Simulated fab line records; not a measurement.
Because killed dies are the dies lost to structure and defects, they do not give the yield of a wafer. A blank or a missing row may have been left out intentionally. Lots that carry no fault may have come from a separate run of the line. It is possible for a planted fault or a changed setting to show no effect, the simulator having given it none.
Which tool did it? / flow gf180mcu / 39 wafers from 13 lots sampled at 5 of the route's 602 steps

## WHAT EACH GAUGE READ, for each wafer
GF_STI_THK_MEAS_30. Usual: STI_OXIDATION_02_THK typically reads 10.08 nm, with standard deviation 0.15.
lot=L394; measured=day 2 11:10; on=film-metro-01; STI_OXIDATION_02_THK (nm)=10.03 10.24 10.03; flag=
lot=L395; measured=day 2 16:10; on=film-metro-02; STI_OXIDATION_02_THK (nm)=10.10 10.30 10.34; flag=
lot=L396; measured=day 2 23:03; on=film-metro-02; STI_OXIDATION_02_THK (nm)=10.36 10.33 10.36; flag=
lot=L397; measured=day 3 02:40; on=film-metro-03; STI_OXIDATION_02_THK (nm)=13.77 13.84 13.90; flag=OFF
lot=L398; measured=day 3 07:54; on=film-metro-01; STI_OXIDATION_02_THK (nm)=13.54 13.55 13.68; flag=OFF
lot=L399; measured=day 3 12:29; on=film-metro-03; STI_OXIDATION_02_THK (nm)=10.13 9.99 10.01; flag=
lot=L400; measured=day 3 20:03; on=film-metro-03; STI_OXIDATION_02_THK (nm)=10.20 10.03 10.18; flag=
lot=L406; measured=day 5 01:55; on=film-metro-03; STI_OXIDATION_02_THK (nm)=10.37 10.33 10.41; flag=
lot=L411; measured=day 6 03:59; on=film-metro-03; STI_OXIDATION_02_THK (nm)=9.81 9.88 9.85; flag=
lot=L412; measured=day 6 07:55; on=film-metro-01; STI_OXIDATION_02_THK (nm)=10.15 10.00 10.18; flag=
lot=L413; measured=day 6 13:06; on=film-metro-01; STI_OXIDATION_02_THK (nm)=9.87 10.05 9.94; flag=
lot=L414; measured=day 7 05:17; on=film-metro-03; STI_OXIDATION_02_THK (nm)=10.26 10.25 10.04; flag=
lot=L416; measured=day 7 09:55; on=film-metro-01; STI_OXIDATION_02_THK (nm)=10.04 10.12 10.19; flag=

GF_HV_LDD_OVL_MEAS_08. Usual: HV_LDD_OVL typically reads -0.3 nm, with standard deviation 1.2.
lot=L394; measured=day 10 13:21; on=overlay-02; HV_LDD_OVL (nm)=-2.0 -2.5 -3.0; flag=
lot=L395; measured=day 10 17:05; on=overlay-02; HV_LDD_OVL (nm)=-0.6 -0.7 -0.8; flag=
lot=L396; measured=day 10 22:49; on=overlay-01; HV_LDD_OVL (nm)=0.2 1.1 0.3; flag=
lot=L397; measured=day 11 06:06; on=overlay-01; HV_LDD_OVL (nm)=0.0 0.0 -0.6; flag=
lot=L398; measured=day 11 14:35; on=overlay-02; HV_LDD_OVL (nm)=-0.5 0.2 -1.2; flag=
lot=L399; measured=day 11 18:19; on=overlay-01; HV_LDD_OVL (nm)=-0.5 -0.8 -0.9; flag=
lot=L400; measured=day 12 05:33; on=overlay-02; HV_LDD_OVL (nm)=-0.6 0.2 1.3; flag=
lot=L406; measured=day 14 02:26; on=overlay-01; HV_LDD_OVL (nm)=1.9 0.6 -0.6; flag=
lot=L411; measured=day 15 11:17; on=overlay-02; HV_LDD_OVL (nm)=-0.5 -1.4 0.2; flag=
lot=L412; measured=day 15 15:50; on=overlay-01; HV_LDD_OVL (nm)=-1.7 -2.8 -2.6; flag=
lot=L413; measured=day 15 23:39; on=overlay-02; HV_LDD_OVL (nm)=-1.0 -0.3 -0.5; flag=
lot=L414; measured=day 17 01:50; on=overlay-02; HV_LDD_OVL (nm)=-0.3 -1.4 1.1; flag=
lot=L416; measured=day 17 07:08; on=overlay-02; HV_LDD_OVL (nm)=0.2 -0.5 0.5; flag=

GF_HV_LDD_OVL_MEAS_47. Usual: HV_LDD_03_OVL typically reads -0.9 nm, with standard deviation 1.7.
lot=L394; measured=day 12 22:23; on=overlay-02; HV_LDD_03_OVL (nm)=-0.4 -3.0 -0.3; flag=
lot=L395; measured=day 13 07:41; on=overlay-02; HV_LDD_03_OVL (nm)=0.1 0.0 -1.8; flag=
lot=L396; measured=day 13 07:22; on=overlay-01; HV_LDD_03_OVL (nm)=2.3 -0.2 -0.3; flag=
lot=L397; measured=day 13 15:24; on=overlay-01; HV_LDD_03_OVL (nm)=0.1 0.2 1.5; flag=
lot=L398; measured=day 14 03:53; on=overlay-02; HV_LDD_03_OVL (nm)=-1.0 -0.7 -0.6; flag=
lot=L399; measured=day 14 07:03; on=overlay-01; HV_LDD_03_OVL (nm)=-0.1 1.2 0.8; flag=
lot=L400; measured=day 14 20:20; on=overlay-01; HV_LDD_03_OVL (nm)=-0.7 0.0 -0.3; flag=
lot=L406; measured=day 16 21:20; on=overlay-01; HV_LDD_03_OVL (nm)=-3.0 -1.3 -3.1; flag=
lot=L411; measured=day 18 07:46; on=overlay-02; HV_LDD_03_OVL (nm)=-2.5 -0.1 -1.7; flag=
lot=L412; measured=day 18 12:59; on=overlay-01; HV_LDD_03_OVL (nm)=-2.7 -2.3 -3.6; flag=
lot=L413; measured=day 18 22:08; on=overlay-01; HV_LDD_03_OVL (nm)=1.3 -0.6 0.3; flag=
lot=L414; measured=day 20 03:56; on=overlay-02; HV_LDD_03_OVL (nm)=-1.4 -0.5 0.2; flag=
lot=L416; measured=day 20 09:23; on=overlay-01; HV_LDD_03_OVL (nm)=-1.0 -0.2 0.5; flag=

GF_SAB_CD_MEAS_09: the cd target is 420 nm. Usual: cd-nm 420.0 nm, standard deviation 1.9.
lot=L394; measured=day 15 19:22; on=cd-sem-02; cd-nm (nm)=419.4 419.8 421.3; flag=
lot=L395; measured=day 16 05:44; on=cd-sem-02; cd-nm (nm)=421.9 419.6 420.7; flag=
lot=L396; measured=day 16 03:40; on=cd-sem-01; cd-nm (nm)=421.4 421.1 421.0; flag=
lot=L397; measured=day 16 11:14; on=cd-sem-01; cd-nm (nm)=416.6 418.9 415.2; flag=
lot=L398; measured=day 17 02:16; on=cd-sem-02; cd-nm (nm)=421.1 420.8 422.3; flag=
lot=L399; measured=day 17 05:19; on=cd-sem-02; cd-nm (nm)=422.5 420.2 422.0; flag=
lot=L400; measured=day 17 20:25; on=cd-sem-02; cd-nm (nm)=418.2 419.0 420.0; flag=
lot=L406; measured=day 20 01:14; on=cd-sem-01; cd-nm (nm)=421.8 422.4 423.5; flag=
lot=L411; measured=day 21 14:48; on=cd-sem-02; cd-nm (nm)=419.1 418.3 420.6; flag=
lot=L412; measured=day 21 17:40; on=cd-sem-02; cd-nm (nm)=422.0 420.6 420.2; flag=
lot=L413; measured=day 22 03:05; on=cd-sem-02; cd-nm (nm)=415.6 415.9 416.5; flag=
lot=L414; measured=day 23 06:15; on=cd-sem-01; cd-nm (nm)=417.1 418.0 418.8; flag=
lot=L416; measured=day 23 12:22; on=cd-sem-01; cd-nm (nm)=421.0 420.7 422.7; flag=

## EACH LOT AND THE TOOL THAT RAN IT (in order: tool; ch and the chambers of the sampled wafers; start)
lot=L394; GF_STI_OXIDATION_29=furnace-02 ch 0, day 2 09:45
lot=L395; GF_STI_OXIDATION_29=furnace-01 ch 0, day 2 14:46
lot=L396; GF_STI_OXIDATION_29=furnace-02 ch 0, day 2 21:39
lot=L397; GF_STI_OXIDATION_29=furnace-02 ch 0, day 3 01:16
lot=L398; GF_STI_OXIDATION_29=furnace-02 ch 0, day 3 06:31
lot=L399; GF_STI_OXIDATION_29=furnace-01 ch 0, day 3 11:04
lot=L400; GF_STI_OXIDATION_29=furnace-01 ch 0, day 3 18:39
lot=L406; GF_STI_OXIDATION_29=furnace-01 ch 0, day 5 00:31
lot=L411; GF_STI_OXIDATION_29=furnace-01 ch 0, day 6 02:36
lot=L412; GF_STI_OXIDATION_29=furnace-02 ch 0, day 6 06:30
lot=L413; GF_STI_OXIDATION_29=furnace-02 ch 0, day 6 11:41
lot=L414; GF_STI_OXIDATION_29=furnace-01 ch 0, day 7 03:53
lot=L416; GF_STI_OXIDATION_29=furnace-02 ch 0, day 7 08:31
- GF_STI_OXIDATION_29: stabilise 600 s, purge 300 s, target thk 10 nm.

## AS READ BY THE TOOLS THEMSELVES (means over the sampled wafers that have a number; for cases with no such wafer, the mark the record gives instead)
GF_STI_OXIDATION_29. Usual: spike-tc-bottom-C 915.6 C, standard deviation 1.2; spike-tc-centre-C 899.3 C, standard deviation 1.4; spike-tc-lower-C 900.6 C, standard deviation 0.97; spike-tc-top-C 911.6 C, standard deviation 2.9; spike-tc-upper-C 899.9 C, standard deviation 1.1; zone-power-lower-pct 16.0 %, standard deviation 0.63; zone-power-top-pct 33.6 %, standard deviation 0.58; zone-power-upper-pct 18.07 %, standard deviation 0.18.
lot=L394; tool=furnace-02; spike-tc-bottom-C (C)=914.3; spike-tc-centre-C (C)=900.4; spike-tc-lower-C (C)=901.2; spike-tc-top-C (C)=913.8; spike-tc-upper-C (C)=900.6; zone-power-lower-pct (%)=16.3; zone-power-top-pct (%)=33.2; zone-power-upper-pct (%)=18.28; flag=
lot=L395; tool=furnace-01; spike-tc-bottom-C (C)=916.3; spike-tc-centre-C (C)=897.6; spike-tc-lower-C (C)=900.4; spike-tc-top-C (C)=908.1; spike-tc-upper-C (C)=899.0; zone-power-lower-pct (%)=15.3; zone-power-top-pct (%)=34.2; zone-power-upper-pct (%)=17.99; flag=
lot=L396; tool=furnace-02; spike-tc-bottom-C (C)=915.0; spike-tc-centre-C (C)=900.7; spike-tc-lower-C (C)=901.3; spike-tc-top-C (C)=913.6; spike-tc-upper-C (C)=899.4; zone-power-lower-pct (%)=16.5; zone-power-top-pct (%)=33.5; zone-power-upper-pct (%)=18.02; flag=
lot=L397; tool=furnace-02; spike-tc-bottom-C (C)=944.7; spike-tc-centre-C (C)=929.2; spike-tc-lower-C (C)=931.1; spike-tc-top-C (C)=943.9; spike-tc-upper-C (C)=930.6; zone-power-lower-pct (%)=17.9; zone-power-top-pct (%)=35.3; zone-power-upper-pct (%)=19.49; flag=OFF
lot=L398; tool=furnace-02; spike-tc-bottom-C (C)=944.1; spike-tc-centre-C (C)=930.4; spike-tc-lower-C (C)=930.7; spike-tc-top-C (C)=943.2; spike-tc-upper-C (C)=930.3; zone-power-lower-pct (%)=17.8; zone-power-top-pct (%)=35.3; zone-power-upper-pct (%)=19.51; flag=OFF
lot=L399; tool=furnace-01; spike-tc-bottom-C (C)=916.9; spike-tc-centre-C (C)=898.1; spike-tc-lower-C (C)=900.6; spike-tc-top-C (C)=907.7; spike-tc-upper-C (C)=899.9; zone-power-lower-pct (%)=15.1; zone-power-top-pct (%)=34.3; zone-power-upper-pct (%)=17.98; flag=
lot=L400; tool=furnace-01; spike-tc-bottom-C (C)=916.0; spike-tc-centre-C (C)=899.0; spike-tc-lower-C (C)=900.3; spike-tc-top-C (C)=908.6; spike-tc-upper-C (C)=899.6; zone-power-lower-pct (%)=15.3; zone-power-top-pct (%)=34.2; zone-power-upper-pct (%)=18.21; flag=
lot=L406; tool=furnace-01; spike-tc-bottom-C (C)=916.9; spike-tc-centre-C (C)=898.2; spike-tc-lower-C (C)=901.5; spike-tc-top-C (C)=907.5; spike-tc-upper-C (C)=900.3; zone-power-lower-pct (%)=15.3; zone-power-top-pct (%)=34.3; zone-power-upper-pct (%)=18.08; flag=
lot=L411; tool=furnace-01; spike-tc-bottom-C (C)=917.1; spike-tc-centre-C (C)=898.5; spike-tc-lower-C (C)=901.0; spike-tc-top-C (C)=907.7; spike-tc-upper-C (C)=900.0; zone-power-lower-pct (%)=15.1; zone-power-top-pct (%)=34.5; zone-power-upper-pct (%)=17.99; flag=
lot=L412; tool=furnace-02; spike-tc-bottom-C (C)=915.2; spike-tc-centre-C (C)=900.8; spike-tc-lower-C (C)=899.6; spike-tc-top-C (C)=912.9; spike-tc-upper-C (C)=900.4; zone-power-lower-pct (%)=16.6; zone-power-top-pct (%)=33.4; zone-power-upper-pct (%)=18.14; flag=
lot=L413; tool=furnace-02; spike-tc-bottom-C (C)=915.4; spike-tc-centre-C (C)=899.7; spike-tc-lower-C (C)=900.5; spike-tc-top-C (C)=914.4; spike-tc-upper-C (C)=899.4; zone-power-lower-pct (%)=16.4; zone-power-top-pct (%)=33.0; zone-power-upper-pct (%)=18.05; flag=
lot=L414; tool=furnace-01; spike-tc-bottom-C (C)=916.0; spike-tc-centre-C (C)=897.4; spike-tc-lower-C (C)=900.6; spike-tc-top-C (C)=908.5; spike-tc-upper-C (C)=899.4; zone-power-lower-pct (%)=15.0; zone-power-top-pct (%)=34.1; zone-power-upper-pct (%)=17.91; flag=
lot=L416; tool=furnace-02; spike-tc-bottom-C (C)=915.1; spike-tc-centre-C (C)=900.7; spike-tc-lower-C (C)=900.9; spike-tc-top-C (C)=914.1; spike-tc-upper-C (C)=901.0; zone-power-lower-pct (%)=16.4; zone-power-top-pct (%)=33.0; zone-power-upper-pct (%)=18.01; flag=

## THE ANSWER, worked out from the rows above alone
Rule: a lot is off if the mean of its wafers that have a number lies more than 3 standard deviations from the usual mean. Also off: a lot with no number at a reading for which 4 or more lots have one. The other lots that the step has rows for count as sound. After the gauges, taken in route order, come the tools' own readings; for these a lot's mean is taken, as printed above. The first step at which some lot is off is used, and at that step the reading that is off furthest; a lot without a number counts as furthest.
Off: at GF_STI_THK_MEAS_30 (STI_OXIDATION_02_THK), L397, L398.
If a tool, at a process step before that reading, ran all the lots that are off and no sound lot after the first of them, it fits. Not tried: the gauges at GF_STI_THK_MEAS_30; whatever is off there is also off at GF_STI_OXIDATION_29, on other tools, and gauge error can't account for it. No candidate that was tried fits.

## WHAT WAS PUT IN BY THE SIMULATOR
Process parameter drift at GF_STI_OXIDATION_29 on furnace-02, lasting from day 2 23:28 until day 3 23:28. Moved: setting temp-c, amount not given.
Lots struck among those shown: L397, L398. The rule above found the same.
